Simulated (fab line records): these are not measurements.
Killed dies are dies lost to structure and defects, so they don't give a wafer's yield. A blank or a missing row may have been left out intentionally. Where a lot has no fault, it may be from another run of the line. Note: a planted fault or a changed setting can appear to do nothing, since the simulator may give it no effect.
Problem report in the 8D (eight disciplines) form, filled by code + flow sky130 + the parts of the form that need people (team, actions taken, sign-off) are left out

== 1. PROBLEM STATEMENT ==
Across 9 wafers from 3 lots, SONOS_ONO_CVD_04_THK at SKY_SONOS_ONO_THK_MEAS_05 averages 8.34 nm, while fault-free wafers read 5.70 nm with a standard deviation of 0.11. That puts it +24 standard deviations away from the usual mean.
Earliest sighting: wafer L808.2 on filmMetro-01 at day 15 03:34. Wafers with a number at this step in the record: 33, from 11 lots. Rule for "out", or "out of limits": more than 4 standard deviations from the usual mean. The other wafers with a number count as sound.

== 2. WHAT IT IS AND WHAT IT IS NOT ==
| question                    | is                         | is not                                                                          |
|-----------------------------|----------------------------|---------------------------------------------------------------------------------|
| which readings at this step | SONOS_ONO_CVD_04_THK       | -                                                                               |
| which lots                  | L808, L809, L810           | L800, L801, L802, L806, L807, L819, L820, L821                                  |
| which wafers of those lots  | all that have a number     | -                                                                               |
| read on which gauges        | filmMetro-01, filmMetro-04 | filmMetro-03                                                                    |
| when                        | from day 15 03:34          | up to then (15 sound wafers); but 9 sound wafers of L819, L820, L821 came after |

== 3. SUSPECTS, AND WHAT RULES EACH OUT ==
Counting: a tool at any process step up to the reading remains a suspect when it ran all the lots that are out and ran no sound lot after the first of those.
- ruled out: the gauge at SKY_SONOS_ONO_THK_MEAS_05. 2 gauges (filmMetro-01, filmMetro-04) read the wafers that are out.
- lpcvd-03 at SKY_SONOS_ONO_CVD_04 (deposits SiO2 from SiH4/N2O, target thk 5.7199 nm): ruled out as a lasting fault. Sound lots L819, L820, L821 ran on it after its first lot that is out, L808 (day 15 02:18).
Left after counting: nothing in the record.

== 4. THE CAUSE (what the simulator had put in) ==
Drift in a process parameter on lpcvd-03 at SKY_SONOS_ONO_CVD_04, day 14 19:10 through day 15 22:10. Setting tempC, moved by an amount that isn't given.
The count ruled it out by mistake, since the rule takes a fault to strike every lot its tool runs from the start of the fault on, and this one did not do so.

== 5. THE CHAIN OF EFFECTS, in route order ==
Each row: a reading whose mean over the struck wafers that have a number lies more than 3 standard deviations from the usual. Only readings for which the record gives a usual standard deviation are gone through. hours: the time from each lot's start at the first step in this table that gives one to its start at this step, as a median over the lots. sigmas: the change in usual standard deviations.
| hours | step                      | reading              | usual   | on struck wafers | change | sigmas |
|-------|---------------------------|----------------------|---------|------------------|--------|--------|
| 0     | SKY_SONOS_ONO_CVD_04      | spikeTcBottomC       | 922.8 C | 947.7            | +24.9  | +8.9   |
| 0     | SKY_SONOS_ONO_CVD_04      | spikeTcCentreC       | 901.8 C | 926.9            | +25.1  | +26    |
| 0     | SKY_SONOS_ONO_CVD_04      | spikeTcLowerC        | 901.0 C | 925.4            | +24.4  | +15    |
| 0     | SKY_SONOS_ONO_CVD_04      | spikeTcTopC          | 908.1 C | 933.0            | +24.9  | +15    |
| 0     | SKY_SONOS_ONO_CVD_04      | spikeTcUpperC        | 899.8 C | 924.1            | +24.3  | +19    |
| 0     | SKY_SONOS_ONO_CVD_04      | susceptorTempC       | 900.0 C | 924.5            | +24.5  | +60    |
| 0     | SKY_SONOS_ONO_CVD_04      | zonePowerBottomPct   | 27.6 %  | 29.3             | +1.7   | +4.3   |
| 0     | SKY_SONOS_ONO_CVD_04      | zonePowerCentrePct   | 18.98 % | 20.20            | +1.22  | +4.7   |
| 0     | SKY_SONOS_ONO_CVD_04      | zonePowerUpperPct    | 15.18 % | 16.13            | +0.95  | +4.5   |
| 1     | SKY_SONOS_ONO_THK_MEAS_05 | SONOS_ONO_CVD_04_THK | 5.70 nm | 8.34             | +2.64  | +24    |
The process steps in it:
- SKY_SONOS_ONO_CVD_04: deposits SiO2 from SiH4/N2O, target thk 5.7199 nm.
Later steps that measure or inspect, where all struck wafers having a row at the step show a number for every such reading and not one has moved that far: SKY_SD_P_OVL_MEAS_08, SKY_RES_XHIGH_TW_MEAS_09.

== 6. HOW IT WOULD HAVE BEEN CAUGHT EARLIER ==
The first out-of-limits reading at a measuring or inspecting step in this record came at day 15 03:34, 8 hours after the fault's start at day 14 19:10.
At SKY_SONOS_ONO_CVD_04, the tool's own readings (spikeTcBottomC, spikeTcCentreC, spikeTcLowerC, spikeTcTopC, spikeTcUpperC, susceptorTempC) were out on each struck wafer the step has a row for, so an alarm limit on them would have fired on the first such wafer.
